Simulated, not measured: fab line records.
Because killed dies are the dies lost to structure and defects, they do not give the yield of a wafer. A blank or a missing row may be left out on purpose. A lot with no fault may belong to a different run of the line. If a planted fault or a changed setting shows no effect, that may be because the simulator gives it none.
Chamber matching    flow gf180mcu    4 sister chambers for GF_V2_CMP_04 on cmp-02
The step polishes SiO2. 8 wafers are shown with their chamber, then 12 later ones without.

## WAFERS, EACH WITH ITS CHAMBER
wafer   chamber  motor-current-A (A)  time-to-endpoint-s (s)
L089.2  3        11.6                 87
L089.3  0        10.5                 95
L091.1  2        12.2                 77
L091.3  1        11.4                 76
L091.4  3        11.2                 77
L093.2  1        10.8                 75
L093.3  2        10.7                 69
L093.4  0        10.1                 81

## WAFERS WITHOUT THEIR CHAMBER
wafer   motor-current-A (A)  time-to-endpoint-s (s)
L093.1  10.9                 72
L093.5  11.0                 77
L093.6  12.1                 75
L095.1  12.1                 77
L095.3  11.8                 77
L095.5  12.0                 77
L095.2  11.0                 74
L095.4  11.6                 84
L095.6  11.4                 76
L097.1  11.5                 76
L097.3  12.0                 83
L097.6  10.1                 89

## WHICH CHAMBER EACH ONE RAN IN
wafer   from the rows above                in truth
L093.1  can't be placed: 1 or 2 or 3 or 0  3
L093.5  can't be placed: 1 or 2 or 3 or 0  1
L093.6  can't be placed: 2 or 3 or 1       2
L095.1  can't be placed: 2 or 3 or 1       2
L095.3  can't be placed: 2 or 3 or 1       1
L095.5  can't be placed: 2 or 3 or 1       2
L095.2  can't be placed: 1 or 2 or 3       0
L095.4  can't be placed: 3 or 1 or 2 or 0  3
L095.6  can't be placed: 2 or 1 or 3       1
L097.1  can't be placed: 2 or 1 or 3       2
L097.3  can't be placed: 3 or 2 or 1 or 0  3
L097.6  0                                  0
Correctly placed: 1 of 12. Can't be placed from these rows: 11 (the true chamber is among the candidates in 10). Wrongly placed: 0.
How it was worked out, from the rows above alone: a wafer's distance from a chamber is the root of the sum, over the readings, of the square of ((its reading less the chamber's mean) divided by the reading's scatter). The wafer belongs to the nearest chamber; if the next one is less than 2 further off, it can't be placed. A chamber's mean is the mean of its shown wafers. The scatter: the root of (the sum of the squares of (reading less its chamber's mean) over the shown wafers, divided by (wafers less chambers)).
